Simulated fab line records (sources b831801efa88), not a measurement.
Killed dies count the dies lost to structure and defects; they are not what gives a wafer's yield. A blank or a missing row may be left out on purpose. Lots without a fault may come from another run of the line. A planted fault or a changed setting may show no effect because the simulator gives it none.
Problem report in the 8D (eight disciplines) form, filled by code    flow gf180mcu    the parts of the form that need people (team, actions taken, sign-off) are left out

== 1. THE ISSUE ==
Mean SALICIDE_TIN_RS at GF_SALICIDE_RS_MEAS_04: 18.48 ohm/sq over 6 wafers in 3 lots; fault-free wafers: 16.29 ohm/sq, standard deviation 0.25. Measured from the usual mean, that is +8.7 standard deviations.
The step: measures by four-point-probe.
Seen first at day 19 10:22 on film metro-03, wafer L533.1. At this step, 19 wafers from 7 lots have a number in the record. The rule behind "out" and "out of limits": a value lying over 4 standard deviations away from the usual mean. All remaining wafers that have a number are taken as sound.

== 2. WHAT IT IS, WHAT IT ISN'T ==
question                     is                                              is not
which readings at this step  SALICIDE_TIN_RS                                 -
which lots                   L533, L534, L536                                L525, L526, L535, L545
which wafers of those lots   L533.1, L533.3, L534.1, L534.3, L536.1, L536.3  L536.2
read on which gauges         film metro-03                                   film metro-04
when                         from day 19 10:22                               up to then (6 sound wafers); but 7 sound wafers of L535, L536, L545 came after

== 3. SUSPECTS, AND WHAT RULES EACH OUT ==
Counting: if a tool at a process step up to the reading ran every lot that is out, it stays a suspect. Sound lots after the first of them don't rule it out here, since some wafers of a struck lot are sound.
- the gauge at GF_SALICIDE_RS_MEAS_04: kept. All the wafers that are out were read on film metro-03, and no step on other tools shows them out.
- pvd sputter-01 at GF_SALICIDE_SPUTTER_02 (material Co, target thk 10 nm, time 20 s): kept. It processed each lot that is out (first: L533, day 19 10:19); up to then, its last sound lot is L525 (day 16 04:03).
- pvd sputter-01 at GF_SALICIDE_SPUTTER_03 (material TiN, target thk 20 nm, time 16.7 s): kept. It processed each lot that is out (first: L533, day 19 10:20); up to then, its last sound lot is L525 (day 16 04:04).
After the count, these remain: pvd sputter-01 at GF_SALICIDE_SPUTTER_02, pvd sputter-01 at GF_SALICIDE_SPUTTER_03 and film metro-03 at GF_SALICIDE_RS_MEAS_04.

== 4. THE CAUSE (what the simulator had put in) ==
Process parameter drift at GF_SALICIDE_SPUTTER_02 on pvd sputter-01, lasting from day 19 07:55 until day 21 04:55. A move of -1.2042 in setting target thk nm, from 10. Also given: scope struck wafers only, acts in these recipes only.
After counting, 3 suspects remain, this tool included.

== 5. THE EFFECT CHAIN, in route order ==
One row per reading whose mean, taken over the struck wafers that have a number, lies over 3 standard deviations from the usual. Only readings whose record carries a usual standard deviation are examined. hours: median over the lots of the time between each lot's start at the first step of this table that gives one and its start at this step. sigmas: the change, counted in usual standard deviations.
hours  step                    reading          usual         on struck wafers  change  sigmas
0      GF_SALICIDE_RS_MEAS_04  SALICIDE_TIN_RS  16.29 ohm/sq  18.48             +2.19   +8.7
At these later measuring or inspecting steps, every struck wafer for which the step has a row has a number for every such reading, and none has moved that far: GF_SALICIDE_THK_MEAS_05.

== 6. WHAT WOULD HAVE CAUGHT IT SOONER ==
The first out-of-limits reading at a measuring or inspecting step in this record came at day 19 10:22, 2 hours after the fault's start at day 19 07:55.
Tool readings at GF_SALICIDE_SPUTTER_02 with a usual standard deviation given in the record: none out on any struck wafer, hence no alarm at a limit of 4 standard deviations on them.
Of the lots that are out (3), L534, L536 began GF_SALICIDE_SPUTTER_02 on pvd sputter-01 after day 19 10:22. A hold on the tool at that time would have spared those 2.
